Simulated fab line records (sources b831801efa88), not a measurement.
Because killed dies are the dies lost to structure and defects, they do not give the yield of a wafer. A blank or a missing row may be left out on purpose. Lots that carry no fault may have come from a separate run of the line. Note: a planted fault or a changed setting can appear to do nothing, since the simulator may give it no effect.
fab line records :: flow gf180mcu
record
  lots=14
  wafers=42
  lastDay=34
route steps=602 shown HV_LDD@183
lots that met no fault: taken from a fault-free run of the same line
startH: the number of hours between the record's first day and the start of the first shown wafer of the lot :: waitH: time in hours since the lot's previous step :: " unchanged from the row above :: L1.1+2: a row that stands for several wafers :: - either no value or no given start :: * or withheld: withheld :: < > ~ a bound
route shown NAME@n: a module of which the file shows steps, and the number in the route of the first :: usual: mean/standard deviation of fault-free wafers :: same: alike in all rows :: chamber/n: place in a boat :: sites: each site's reading :: _std_site: standard deviation of those values :: _edge_site: outer sites' mean less inner sites' :: radiusMm: how far each site lies from the wafer's centre :: mask NAME#n: copy n :: behind: the most recent tool/chamber to have shaped the wafer :: hold: why the lot was held/for how many hours/how that ended :: device: the n, p or np transistor that did not switch :: end of line: the route-end tests of the same wafers :: for a step that has no rows: nothing shown but its recipe :: killed: dies lost to structure and defects at the first sort, not the wafer's yield :: map: the dies of a wafer, with x for killed, . for not killed, _ for no die there
set.NAME: the setting as run; set.NAME@STEP: as run at that earlier step :: model.NAME: the simulator's own value behind a step, which no gauge read
route steps across a sampled set of lots; one table per step, one row per wafer
services: when a tool's chamber went out of use (startH, in hours from the record's first day, below 0 if earlier), for how many hours, and the reason
## steps
# step GF_HV_LDD_CD_MEAS_07
# recipe
  targetCdNm=400
# usual
  cdNm=399.5/2
lot.wafer: L667.4
tool: cdSem-01
chamber: -
startH: 221.07
waitH: 0.1
cdNm: 394.2

lot.wafer: L667.5
tool: cdSem-01
chamber: -
startH: 221.07
waitH: 0.1
cdNm: 397.5

lot.wafer: L667.6
tool: cdSem-01
chamber: -
startH: 221.07
waitH: 0.1
cdNm: 397.1

lot.wafer: L668.1
tool: cdSem-02
chamber: -
startH: 221.65
waitH: 0.1
cdNm: 397.6

lot.wafer: L668.2
tool: cdSem-02
chamber: -
startH: 221.65
waitH: 0.1
cdNm: 400.8

lot.wafer: L668.6
tool: cdSem-02
chamber: -
startH: 221.65
waitH: 0.1
cdNm: 399.6

lot.wafer: L669.1
tool: cdSem-02
chamber: -
startH: 226.55
waitH: 0.1
cdNm: 398.4

lot.wafer: L669.3
tool: cdSem-02
chamber: -
startH: 226.55
waitH: 0.1
cdNm: 398.6

lot.wafer: L669.4
tool: cdSem-02
chamber: -
startH: 226.55
waitH: 0.1
cdNm: 401.1

lot.wafer: L670.2
tool: cdSem-02
chamber: -
startH: 231.13
waitH: 0.1
cdNm: 393.6

lot.wafer: L670.3
tool: cdSem-02
chamber: -
startH: 231.13
waitH: 0.1
cdNm: 393.7

lot.wafer: L670.5
tool: cdSem-02
chamber: -
startH: 231.13
waitH: 0.1
cdNm: 395.7

lot.wafer: L671.1
tool: cdSem-02
chamber: -
startH: 237.41
waitH: 0.1
cdNm: 401.0

lot.wafer: L671.2
tool: cdSem-02
chamber: -
startH: 237.41
waitH: 0.1
cdNm: 401.9

lot.wafer: L671.4
tool: cdSem-02
chamber: -
startH: 237.41
waitH: 0.1
cdNm: 400.9

lot.wafer: L672.1
tool: cdSem-02
chamber: -
startH: 250.71
waitH: 0.1
cdNm: 399.7

lot.wafer: L672.3
tool: cdSem-02
chamber: -
startH: 250.71
waitH: 0.1
cdNm: 396.2

lot.wafer: L672.4
tool: cdSem-02
chamber: -
startH: 250.71
waitH: 0.1
cdNm: 398.6

lot.wafer: L673.3
tool: cdSem-02
chamber: -
startH: 259.15
waitH: 0.1
cdNm: 398.2

lot.wafer: L673.5
tool: cdSem-02
chamber: -
startH: 259.15
waitH: 0.1
cdNm: 398.8

lot.wafer: L673.6
tool: cdSem-02
chamber: -
startH: 259.15
waitH: 0.1
cdNm: 401.6

lot.wafer: L674.2
tool: cdSem-01
chamber: -
startH: 270.88
waitH: 0.1
cdNm: 399.0

lot.wafer: L674.5
tool: cdSem-01
chamber: -
startH: 270.88
waitH: 0.1
cdNm: 397.3

lot.wafer: L674.6
tool: cdSem-01
chamber: -
startH: 270.88
waitH: 0.1
cdNm: 399.4

lot.wafer: L675.2
tool: cdSem-02
chamber: -
startH: 282.62
waitH: 0.1
cdNm: 398.8

lot.wafer: L675.4
tool: cdSem-02
chamber: -
startH: 282.62
waitH: 0.1
cdNm: 397.7

lot.wafer: L675.5
tool: cdSem-02
chamber: -
startH: 282.62
waitH: 0.1
cdNm: 398.1

lot.wafer: L677.1
tool: cdSem-02
chamber: -
startH: 294.61
waitH: 0.1
cdNm: 402.3

lot.wafer: L677.3
tool: cdSem-02
chamber: -
startH: 294.61
waitH: 0.1
cdNm: 400.2

lot.wafer: L677.6
tool: cdSem-02
chamber: -
startH: 294.61
waitH: 0.1
cdNm: 403.7

lot.wafer: L679.3
tool: cdSem-01
chamber: -
startH: 313.34
waitH: 0.1
cdNm: 399.8

lot.wafer: L679.5
tool: cdSem-01
chamber: -
startH: 313.34
waitH: 0.1
cdNm: 402.8

lot.wafer: L679.6
tool: cdSem-01
chamber: -
startH: 313.34
waitH: 0.1
cdNm: 401.3

lot.wafer: L680.1
tool: cdSem-02
chamber: -
startH: 324.10
waitH: 0.1
cdNm: 401.0

lot.wafer: L680.4
tool: cdSem-02
chamber: -
startH: 324.10
waitH: 0.1
cdNm: 403.1

lot.wafer: L680.6
tool: cdSem-02
chamber: -
startH: 324.10
waitH: 0.1
cdNm: 401.9

lot.wafer: L689.2
tool: cdSem-02
chamber: -
startH: 381.42
waitH: 0.1
cdNm: 401.1

lot.wafer: L689.4
tool: cdSem-02
chamber: -
startH: 381.42
waitH: 0.1
cdNm: 400.6

lot.wafer: L689.5
tool: cdSem-02
chamber: -
startH: 381.42
waitH: 0.1
cdNm: 398.4

lot.wafer: L690.1
tool: cdSem-01
chamber: -
startH: 388.65
waitH: 0.1
cdNm: 400.5

lot.wafer: L690.2
tool: cdSem-01
chamber: -
startH: 388.65
waitH: 0.1
cdNm: 400.7

lot.wafer: L690.6
tool: cdSem-01
chamber: -
startH: 388.65
waitH: 0.1
cdNm: 401.6
# step GF_HV_LDD_TW_MEAS_23
# usual
  HV_LDD_2_TW=1048/11
lot.wafer: L667.4
tool: filmMetro-01
chamber: -
startH: 239.94
waitH: 0.1
HV_LDD_2_TW: 1048

lot.wafer: L667.5
tool: filmMetro-01
chamber: -
startH: 239.94
waitH: 0.1
HV_LDD_2_TW: 1048

lot.wafer: L667.6
tool: filmMetro-01
chamber: -
startH: 239.94
waitH: 0.1
HV_LDD_2_TW: 1046

lot.wafer: L668.1
tool: filmMetro-02
chamber: -
startH: 240.21
waitH: 0.1
HV_LDD_2_TW: 1050

lot.wafer: L668.2
tool: filmMetro-02
chamber: -
startH: 240.21
waitH: 0.1
HV_LDD_2_TW: 1042

lot.wafer: L668.6
tool: filmMetro-02
chamber: -
startH: 240.21
waitH: 0.1
HV_LDD_2_TW: 1044

lot.wafer: L669.1
tool: filmMetro-03
chamber: -
startH: 246.06
waitH: 0.1
HV_LDD_2_TW: 1067

lot.wafer: L669.3
tool: filmMetro-03
chamber: -
startH: 246.06
waitH: 0.1
HV_LDD_2_TW: 1064

lot.wafer: L669.4
tool: filmMetro-03
chamber: -
startH: 246.06
waitH: 0.1
HV_LDD_2_TW: 1065

lot.wafer: L670.2
tool: filmMetro-03
chamber: -
startH: 250.52
waitH: 0.1
HV_LDD_2_TW: 1071

lot.wafer: L670.3
tool: filmMetro-03
chamber: -
startH: 250.52
waitH: 0.1
HV_LDD_2_TW: 1064

lot.wafer: L670.5
tool: filmMetro-03
chamber: -
startH: 250.52
waitH: 0.1
HV_LDD_2_TW: 1064

lot.wafer: L671.1
tool: filmMetro-02
chamber: -
startH: 256.76
waitH: 0.1
HV_LDD_2_TW: 1037

lot.wafer: L671.2
tool: filmMetro-02
chamber: -
startH: 256.76
waitH: 0.1
HV_LDD_2_TW: 1045

lot.wafer: L671.4
tool: filmMetro-02
chamber: -
startH: 256.76
waitH: 0.1
HV_LDD_2_TW: 1042

lot.wafer: L672.1
tool: filmMetro-02
chamber: -
startH: 270.61
waitH: 0.1
HV_LDD_2_TW: 1038

lot.wafer: L672.3
tool: filmMetro-02
chamber: -
startH: 270.61
waitH: 0.1
HV_LDD_2_TW: 1029

lot.wafer: L672.4
tool: filmMetro-02
chamber: -
startH: 270.61
waitH: 0.1
HV_LDD_2_TW: 1043

lot.wafer: L673.3
tool: filmMetro-01
chamber: -
startH: 278.63
waitH: 0.1
HV_LDD_2_TW: 1041

lot.wafer: L673.5
tool: filmMetro-01
chamber: -
startH: 278.63
waitH: 0.1
HV_LDD_2_TW: 1045

lot.wafer: L673.6
tool: filmMetro-01
chamber: -
startH: 278.63
waitH: 0.1
HV_LDD_2_TW: 1044

lot.wafer: L674.2
tool: filmMetro-02
chamber: -
startH: 290.12
waitH: 0.1
HV_LDD_2_TW: 1036

lot.wafer: L674.5
tool: filmMetro-02
chamber: -
startH: 290.12
waitH: 0.1
HV_LDD_2_TW: 1038

lot.wafer: L674.6
tool: filmMetro-02
chamber: -
startH: 290.12
waitH: 0.1
HV_LDD_2_TW: 1033

lot.wafer: L675.2
tool: filmMetro-02
chamber: -
startH: 302.67
waitH: 0.1
HV_LDD_2_TW: 1032

lot.wafer: L675.4
tool: filmMetro-02
chamber: -
startH: 302.67
waitH: 0.1
HV_LDD_2_TW: 1033

lot.wafer: L675.5
tool: filmMetro-02
chamber: -
startH: 302.67
waitH: 0.1
HV_LDD_2_TW: 1038

lot.wafer: L677.1
tool: filmMetro-02
chamber: -
startH: 315.71
waitH: 0.1
HV_LDD_2_TW: 1032

lot.wafer: L677.3
tool: filmMetro-02
chamber: -
startH: 315.71
waitH: 0.1
HV_LDD_2_TW: 1042

lot.wafer: L677.6
tool: filmMetro-02
chamber: -
startH: 315.71
waitH: 0.1
HV_LDD_2_TW: 1036

lot.wafer: L679.3
tool: filmMetro-03
chamber: -
startH: 333.93
waitH: 0.1
HV_LDD_2_TW: 1067

lot.wafer: L679.5
tool: filmMetro-03
chamber: -
startH: 333.93
waitH: 0.1
HV_LDD_2_TW: 1067

lot.wafer: L679.6
tool: filmMetro-03
chamber: -
startH: 333.93
waitH: 0.1
HV_LDD_2_TW: 1068

lot.wafer: L680.1
tool: filmMetro-01
chamber: -
startH: 345.11
waitH: 0.1
HV_LDD_2_TW: 1047

lot.wafer: L680.4
tool: filmMetro-01
chamber: -
startH: 345.11
waitH: 0.1
HV_LDD_2_TW: 1046

lot.wafer: L680.6
tool: filmMetro-01
chamber: -
startH: 345.11
waitH: 0.1
HV_LDD_2_TW: 1044

lot.wafer: L689.2
tool: filmMetro-02
chamber: -
startH: 404.96
waitH: 0.1
HV_LDD_2_TW: 1046

lot.wafer: L689.4
tool: filmMetro-02
chamber: -
startH: 404.96
waitH: 0.1
HV_LDD_2_TW: 1044

lot.wafer: L689.5
tool: filmMetro-02
chamber: -
startH: 404.96
waitH: 0.1
HV_LDD_2_TW: 1044

lot.wafer: L690.1
tool: filmMetro-02
chamber: -
startH: 412.91
waitH: 0.1
HV_LDD_2_TW: 1040

lot.wafer: L690.2
tool: filmMetro-02
chamber: -
startH: 412.91
waitH: 0.1
HV_LDD_2_TW: 1038

lot.wafer: L690.6
tool: filmMetro-02
chamber: -
startH: 412.91
waitH: 0.1
HV_LDD_2_TW: 1034
# step GF_HV_LDD_CD_MEAS_31
# recipe
  targetCdNm=400
# usual
  cdNm=397.8/2.2
lot.wafer: L667.4
tool: cdSem-01
chamber: -
startH: 257.71
waitH: 0.1
cdNm: 399.7

lot.wafer: L667.5
tool: cdSem-01
chamber: -
startH: 257.71
waitH: 0.1
cdNm: 401.1

lot.wafer: L667.6
tool: cdSem-01
chamber: -
startH: 257.71
waitH: 0.1
cdNm: 400.7

lot.wafer: L668.1
tool: cdSem-02
chamber: -
startH: 258.65
waitH: 0.1
cdNm: 395.3

lot.wafer: L668.2
tool: cdSem-02
chamber: -
startH: 258.65
waitH: 0.1
cdNm: 396.5

lot.wafer: L668.6
tool: cdSem-02
chamber: -
startH: 258.65
waitH: 0.1
cdNm: 395.6

lot.wafer: L669.1
tool: cdSem-02
chamber: -
startH: 264.61
waitH: 0.1
cdNm: 396.6

lot.wafer: L669.3
tool: cdSem-02
chamber: -
startH: 264.61
waitH: 0.1
cdNm: 397.3

lot.wafer: L669.4
tool: cdSem-02
chamber: -
startH: 264.61
waitH: 0.1
cdNm: 397.6

lot.wafer: L670.2
tool: cdSem-02
chamber: -
startH: 269.08
waitH: 0.1
cdNm: 397.6

lot.wafer: L670.3
tool: cdSem-02
chamber: -
startH: 269.08
waitH: 0.1
cdNm: 399.3

lot.wafer: L670.5
tool: cdSem-02
chamber: -
startH: 269.08
waitH: 0.1
cdNm: 398.8

lot.wafer: L671.1
tool: cdSem-01
chamber: -
startH: 275.50
waitH: 0.1
cdNm: 397.9

lot.wafer: L671.2
tool: cdSem-01
chamber: -
startH: 275.50
waitH: 0.1
cdNm: 398.7

lot.wafer: L671.4
tool: cdSem-01
chamber: -
startH: 275.50
waitH: 0.1
cdNm: 398.2

lot.wafer: L672.1
tool: cdSem-01
chamber: -
startH: 289.10
waitH: 0.1
cdNm: 394.4

lot.wafer: L672.3
tool: cdSem-01
chamber: -
startH: 289.10
waitH: 0.1
cdNm: 393.9

lot.wafer: L672.4
tool: cdSem-01
chamber: -
startH: 289.10
waitH: 0.1
cdNm: 396.2

lot.wafer: L673.3
tool: cdSem-02
chamber: -
startH: 298.50
waitH: 0.1
cdNm: 399.4

lot.wafer: L673.5
tool: cdSem-02
chamber: -
startH: 298.50
waitH: 0.1
cdNm: 399.7

lot.wafer: L673.6
tool: cdSem-02
chamber: -
startH: 298.50
waitH: 0.1
cdNm: 398.6

lot.wafer: L674.2
tool: cdSem-02
chamber: -
startH: 310.47
waitH: 0.1
cdNm: 399.7

lot.wafer: L674.5
tool: cdSem-02
chamber: -
startH: 310.47
waitH: 0.1
cdNm: 402.1

lot.wafer: L674.6
tool: cdSem-02
chamber: -
startH: 310.47
waitH: 0.1
cdNm: 400.6

lot.wafer: L675.2
tool: cdSem-02
chamber: -
startH: 323.17
waitH: 0.1
cdNm: 400.4

lot.wafer: L675.4
tool: cdSem-02
chamber: -
startH: 323.17
waitH: 0.1
cdNm: 398.7

lot.wafer: L675.5
tool: cdSem-02
chamber: -
startH: 323.17
waitH: 0.1
cdNm: 399.6

lot.wafer: L677.1
tool: cdSem-02
chamber: -
startH: 336.40
waitH: 0.1
cdNm: 392.5

lot.wafer: L677.3
tool: cdSem-02
chamber: -
startH: 336.40
waitH: 0.1
cdNm: 395.6

lot.wafer: L677.6
tool: cdSem-02
chamber: -
startH: 336.40
waitH: 0.1
cdNm: 395.6

lot.wafer: L679.3
tool: cdSem-01
chamber: -
startH: 355.19
waitH: 0.1
cdNm: 396.3

lot.wafer: L679.5
tool: cdSem-01
chamber: -
startH: 355.19
waitH: 0.1
cdNm: 397.8

lot.wafer: L679.6
tool: cdSem-01
chamber: -
startH: 355.19
waitH: 0.1
cdNm: 396.5

lot.wafer: L680.1
tool: cdSem-01
chamber: -
startH: 367.20
waitH: 0.1
cdNm: 398.3

lot.wafer: L680.4
tool: cdSem-01
chamber: -
startH: 367.20
waitH: 0.1
cdNm: 396.5

lot.wafer: L680.6
tool: cdSem-01
chamber: -
startH: 367.20
waitH: 0.1
cdNm: 397.1

lot.wafer: L689.2
tool: cdSem-02
chamber: -
startH: 428.57
waitH: 0.1
cdNm: 398.7

lot.wafer: L689.4
tool: cdSem-02
chamber: -
startH: 428.57
waitH: 0.1
cdNm: 398.1

lot.wafer: L689.5
tool: cdSem-02
chamber: -
startH: 428.57
waitH: 0.1
cdNm: 399.7

lot.wafer: L690.1
tool: cdSem-01
chamber: -
startH: 436.65
waitH: 0.1
cdNm: 395.6

lot.wafer: L690.2
tool: cdSem-01
chamber: -
startH: 436.65
waitH: 0.1
cdNm: 396.1

lot.wafer: L690.6
tool: cdSem-01
chamber: -
startH: 436.65
waitH: 0.1
cdNm: 395.6
# step GF_HV_LDD_IMPLANT_48
# recipe
  species=B
  energyKev=25
  doseCm2=3e+13
  tiltDeg=7
# usual
  beamEnergyKeV=25.000/0.0084
  beamOnS=10.02/0.19
lot.wafer: L667.4
tool: implanter-02
chamber: 0
startH: 277.14
waitH: 0.1
beamEnergyKeV: 25.001
beamOnS: 10.23

lot.wafer: L667.5
tool: implanter-02
chamber: 0
startH: 277.14
waitH: 0.1
beamEnergyKeV: 25.002
beamOnS: 9.74

lot.wafer: L667.6
tool: implanter-02
chamber: 0
startH: 277.14
waitH: 0.1
beamEnergyKeV: 24.997
beamOnS: 10.09

lot.wafer: L668.1
tool: implanter-03
chamber: 0
startH: 278.31
waitH: 0.0
beamEnergyKeV: 24.996
beamOnS: 9.96

lot.wafer: L668.2
tool: implanter-03
chamber: 0
startH: 278.31
waitH: 0.0
beamEnergyKeV: 25.003
beamOnS: 10.00

lot.wafer: L668.6
tool: implanter-03
chamber: 0
startH: 278.31
waitH: 0.0
beamEnergyKeV: 24.995
beamOnS: 10.12

lot.wafer: L669.1
tool: implanter-02
chamber: 0
startH: 284.41
waitH: 0.0
beamEnergyKeV: 24.994
beamOnS: 10.20

lot.wafer: L669.3
tool: implanter-02
chamber: 0
startH: 284.41
waitH: 0.0
beamEnergyKeV: 24.983
beamOnS: 10.13

lot.wafer: L669.4
tool: implanter-02
chamber: 0
startH: 284.41
waitH: 0.0
beamEnergyKeV: 24.990
beamOnS: 10.05

lot.wafer: L670.2
tool: implanter-03
chamber: 0
startH: 291.74
waitH: 0.0
beamEnergyKeV: 25.017
beamOnS: 10.13

lot.wafer: L670.3
tool: implanter-03
chamber: 0
startH: 291.74
waitH: 0.0
beamEnergyKeV: 25.011
beamOnS: 10.09

lot.wafer: L670.5
tool: implanter-03
chamber: 0
startH: 291.74
waitH: 0.0
beamEnergyKeV: 25.024
beamOnS: 10.30

lot.wafer: L671.1
tool: implanter-03
chamber: 0
startH: 295.72
waitH: 0.0
beamEnergyKeV: 24.999
beamOnS: 9.99

lot.wafer: L671.2
tool: implanter-03
chamber: 0
startH: 295.72
waitH: 0.0
beamEnergyKeV: 24.986
beamOnS: 10.13

lot.wafer: L671.4
tool: implanter-03
chamber: 0
startH: 295.72
waitH: 0.0
beamEnergyKeV: 25.008
beamOnS: 10.22

lot.wafer: L672.1
tool: implanter-03
chamber: 0
startH: 310.21
waitH: 0.0
beamEnergyKeV: 25.009
beamOnS: 9.97

lot.wafer: L672.3
tool: implanter-03
chamber: 0
startH: 310.21
waitH: 0.0
beamEnergyKeV: 24.995
beamOnS: 10.38

lot.wafer: L672.4
tool: implanter-03
chamber: 0
startH: 310.21
waitH: 0.0
beamEnergyKeV: 25.001
beamOnS: 10.09

lot.wafer: L673.3
tool: implanter-02
chamber: 0
startH: 319.86
waitH: 0.1
beamEnergyKeV: 25.000
beamOnS: 9.99

lot.wafer: L673.5
tool: implanter-02
chamber: 0
startH: 319.86
waitH: 0.1
beamEnergyKeV: 25.017
beamOnS: 9.71

lot.wafer: L673.6
tool: implanter-02
chamber: 0
startH: 319.86
waitH: 0.1
beamEnergyKeV: 25.008
beamOnS: 9.70

lot.wafer: L674.2
tool: implanter-01
chamber: 0
startH: 332.49
waitH: 0.0
beamEnergyKeV: 25.002
beamOnS: 9.90

lot.wafer: L674.5
tool: implanter-01
chamber: 0
startH: 332.49
waitH: 0.0
beamEnergyKeV: 24.992
beamOnS: 10.11

lot.wafer: L674.6
tool: implanter-01
chamber: 0
startH: 332.49
waitH: 0.0
beamEnergyKeV: 24.988
beamOnS: 10.16

lot.wafer: L675.2
tool: implanter-03
chamber: 0
startH: 344.38
waitH: 0.0
beamEnergyKeV: 25.004
beamOnS: 9.74

lot.wafer: L675.4
tool: implanter-03
chamber: 0
startH: 344.38
waitH: 0.0
beamEnergyKeV: 25.003
beamOnS: 10.53

lot.wafer: L675.5
tool: implanter-03
chamber: 0
startH: 344.38
waitH: 0.0
beamEnergyKeV: 24.994
beamOnS: 10.12

lot.wafer: L677.1
tool: implanter-03
chamber: 0
startH: 358.36
waitH: 0.0
beamEnergyKeV: 24.997
beamOnS: 9.95

lot.wafer: L677.3
tool: implanter-03
chamber: 0
startH: 358.36
waitH: 0.0
beamEnergyKeV: 24.997
beamOnS: 10.18

lot.wafer: L677.6
tool: implanter-03
chamber: 0
startH: 358.36
waitH: 0.0
beamEnergyKeV: 24.999
beamOnS: 9.82

lot.wafer: L679.3
tool: implanter-01
chamber: -
startH: 378.51
waitH: 0.1
beamEnergyKeV: -
beamOnS: -

lot.wafer: L679.5
tool: implanter-01
chamber: -
startH: 378.51
waitH: 0.1
beamEnergyKeV: -
beamOnS: -

lot.wafer: L679.6
tool: implanter-01
chamber: -
startH: 378.51
waitH: 0.1
beamEnergyKeV: -
beamOnS: -

lot.wafer: L680.1
tool: implanter-02
chamber: -
startH: 390.61
waitH: 0.0
beamEnergyKeV: -
beamOnS: -

lot.wafer: L680.4
tool: implanter-02
chamber: -
startH: 390.61
waitH: 0.0
beamEnergyKeV: -
beamOnS: -

lot.wafer: L680.6
tool: implanter-02
chamber: -
startH: 390.61
waitH: 0.0
beamEnergyKeV: -
beamOnS: -

lot.wafer: L689.2
tool: implanter-03
chamber: 0
startH: 453.93
waitH: 0.0
beamEnergyKeV: 25.000
beamOnS: 9.96

lot.wafer: L689.4
tool: implanter-03
chamber: 0
startH: 453.93
waitH: 0.0
beamEnergyKeV: 24.990
beamOnS: 9.64

lot.wafer: L689.5
tool: implanter-03
chamber: 0
startH: 453.93
waitH: 0.0
beamEnergyKeV: 25.004
beamOnS: 9.76

lot.wafer: L690.1
tool: implanter-02
chamber: 0
startH: 467.26
waitH: 0.0
beamEnergyKeV: 25.000
beamOnS: 9.69

lot.wafer: L690.2
tool: implanter-02
chamber: 0
startH: 467.26
waitH: 0.0
beamEnergyKeV: 24.985
beamOnS: 10.18

lot.wafer: L690.6
tool: implanter-02
chamber: 0
startH: 467.26
waitH: 0.0
beamEnergyKeV: 24.977
beamOnS: 9.91
# step GF_HV_LDD_TW_MEAS_50
# usual
  HV_LDD_4_TW=569/5.3
lot.wafer: L667.4
tool: filmMetro-02
chamber: -
startH: 277.34
waitH: 0.1
HV_LDD_4_TW: 558

lot.wafer: L667.5
tool: filmMetro-02
chamber: -
startH: 277.34
waitH: 0.1
HV_LDD_4_TW: 562

lot.wafer: L667.6
tool: filmMetro-02
chamber: -
startH: 277.34
waitH: 0.1
HV_LDD_4_TW: 560

lot.wafer: L668.1
tool: filmMetro-03
chamber: -
startH: 278.56
waitH: 0.1
HV_LDD_4_TW: 574

lot.wafer: L668.2
tool: filmMetro-03
chamber: -
startH: 278.56
waitH: 0.1
HV_LDD_4_TW: 573

lot.wafer: L668.6
tool: filmMetro-03
chamber: -
startH: 278.56
waitH: 0.1
HV_LDD_4_TW: 571

lot.wafer: L669.1
tool: filmMetro-02
chamber: -
startH: 284.66
waitH: 0.1
HV_LDD_4_TW: 558

lot.wafer: L669.3
tool: filmMetro-02
chamber: -
startH: 284.66
waitH: 0.1
HV_LDD_4_TW: 562

lot.wafer: L669.4
tool: filmMetro-02
chamber: -
startH: 284.66
waitH: 0.1
HV_LDD_4_TW: 561

lot.wafer: L670.2
tool: filmMetro-01
chamber: -
startH: 291.97
waitH: 0.1
HV_LDD_4_TW: 564

lot.wafer: L670.3
tool: filmMetro-01
chamber: -
startH: 291.97
waitH: 0.1
HV_LDD_4_TW: 567

lot.wafer: L670.5
tool: filmMetro-01
chamber: -
startH: 291.97
waitH: 0.1
HV_LDD_4_TW: 565

lot.wafer: L671.1
tool: filmMetro-01
chamber: -
startH: 295.97
waitH: 0.1
HV_LDD_4_TW: 564

lot.wafer: L671.2
tool: filmMetro-01
chamber: -
startH: 295.97
waitH: 0.1
HV_LDD_4_TW: 567

lot.wafer: L671.4
tool: filmMetro-01
chamber: -
startH: 295.97
waitH: 0.1
HV_LDD_4_TW: 568

lot.wafer: L672.1
tool: filmMetro-01
chamber: -
startH: 310.46
waitH: 0.1
HV_LDD_4_TW: 566

lot.wafer: L672.3
tool: filmMetro-01
chamber: -
startH: 310.46
waitH: 0.1
HV_LDD_4_TW: 568

lot.wafer: L672.4
tool: filmMetro-01
chamber: -
startH: 310.46
waitH: 0.1
HV_LDD_4_TW: 568

lot.wafer: L673.3
tool: filmMetro-03
chamber: -
startH: 320.08
waitH: 0.1
HV_LDD_4_TW: 572

lot.wafer: L673.5
tool: filmMetro-03
chamber: -
startH: 320.08
waitH: 0.1
HV_LDD_4_TW: 573

lot.wafer: L673.6
tool: filmMetro-03
chamber: -
startH: 320.08
waitH: 0.1
HV_LDD_4_TW: 576

lot.wafer: L674.2
tool: filmMetro-01
chamber: -
startH: 332.72
waitH: 0.1
HV_LDD_4_TW: 567

lot.wafer: L674.5
tool: filmMetro-01
chamber: -
startH: 332.72
waitH: 0.1
HV_LDD_4_TW: 565

lot.wafer: L674.6
tool: filmMetro-01
chamber: -
startH: 332.72
waitH: 0.1
HV_LDD_4_TW: 562

lot.wafer: L675.2
tool: filmMetro-03
chamber: -
startH: 344.62
waitH: 0.1
HV_LDD_4_TW: 573

lot.wafer: L675.4
tool: filmMetro-03
chamber: -
startH: 344.62
waitH: 0.1
HV_LDD_4_TW: 575

lot.wafer: L675.5
tool: filmMetro-03
chamber: -
startH: 344.62
waitH: 0.1
HV_LDD_4_TW: 572

lot.wafer: L677.1
tool: filmMetro-01
chamber: -
startH: 358.61
waitH: 0.1
HV_LDD_4_TW: 562

lot.wafer: L677.3
tool: filmMetro-01
chamber: -
startH: 358.61
waitH: 0.1
HV_LDD_4_TW: 562

lot.wafer: L677.6
tool: filmMetro-01
chamber: -
startH: 358.61
waitH: 0.1
HV_LDD_4_TW: 560

lot.wafer: L679.3
tool: filmMetro-02
chamber: -
startH: 378.73
waitH: 0.1
HV_LDD_4_TW: 30

lot.wafer: L679.5
tool: filmMetro-02
chamber: -
startH: 378.73
waitH: 0.1
HV_LDD_4_TW: 30

lot.wafer: L679.6
tool: filmMetro-02
chamber: -
startH: 378.73
waitH: 0.1
HV_LDD_4_TW: 30

lot.wafer: L680.1
tool: filmMetro-03
chamber: -
startH: 390.86
waitH: 0.1
HV_LDD_4_TW: 30

lot.wafer: L680.4
tool: filmMetro-03
chamber: -
startH: 390.86
waitH: 0.1
HV_LDD_4_TW: 30

lot.wafer: L680.6
tool: filmMetro-03
chamber: -
startH: 390.86
waitH: 0.1
HV_LDD_4_TW: 30

lot.wafer: L689.2
tool: filmMetro-03
chamber: -
startH: 454.16
waitH: 0.1
HV_LDD_4_TW: 575

lot.wafer: L689.4
tool: filmMetro-03
chamber: -
startH: 454.16
waitH: 0.1
HV_LDD_4_TW: 578

lot.wafer: L689.5
tool: filmMetro-03
chamber: -
startH: 454.16
waitH: 0.1
HV_LDD_4_TW: 575

lot.wafer: L690.1
tool: filmMetro-03
chamber: -
startH: 467.51
waitH: 0.1
HV_LDD_4_TW: 573

lot.wafer: L690.2
tool: filmMetro-03
chamber: -
startH: 467.51
waitH: 0.1
HV_LDD_4_TW: 575

lot.wafer: L690.6
tool: filmMetro-03
chamber: -
startH: 467.51
waitH: 0.1
HV_LDD_4_TW: 571
## services
tool: implanter-02
chamber: -
startH: 256.45
hours: 2.7
kind: repair

tool: implanter-01
chamber: -
startH: 276.68
hours: 3.6
kind: pm

tool: implanter-01
chamber: -
startH: 328.67
hours: 3.6
kind: pm

tool: implanter-01
chamber: -
startH: 337.53
hours: 1.3
kind: repair

tool: implanter-03
chamber: -
startH: 362.06
hours: 2.5
kind: repair

tool: implanter-03
chamber: -
startH: 376.93
hours: 74.7
kind: pm

tool: implanter-02
chamber: -
startH: 426.51
hours: 6.1
kind: repair

tool: implanter-01
chamber: -
startH: 443.59
hours: 0.6
kind: repair
## key
firstSign
  step=GF_HV_LDD_IMPLANT_48
  reading=toolRecord
  direction=missing
effect
  step=GF_HV_LDD_TW_MEAS_50
  reading=HV_LDD_4_TW
  direction=down
  sigmas=99+
  usual=569
  struck=30
metAt GF_HV_LDD_IMPLANT_48
struckLots L679,L680
laterRowsLeftOut L679.3,L679.5,L679.6,L680.1,L680.4,L680.6
sortLeftOut L679.3,L679.5,L679.6,L680.1,L680.4,L680.6
testerLeftOut L679,L680
notActingAt GF_HV_LDD_CD_MEAS_07,GF_HV_LDD_TW_MEAS_23,GF_HV_LDD_CD_MEAS_31
onsetBetween 332.49 378.51
fault
  kind=skippedStepWhole
  tool=implanter-01,implanter-02
  chamber=-
  onsetH=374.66
  steps=GF_HV_LDD_IMPLANT_48
  scope=struckLotsOnly
# testerLeftOut: of these lots the tester's yield and bins aren't shown, on N5 and GAA mostly nor the transistor test; their killed dies are dies lost to structure and defects alone, not to doping, threshold or leakage, so they don't give the yield
# sortLeftOut: the simulated sort isn't trusted on such a fault, so these wafers' sort isn't shown, and their yield isn't known
# laterRowsLeftOut: the simulator's readings of these wafers behind a module that went badly wrong aren't trusted and aren't shown, but for the sort
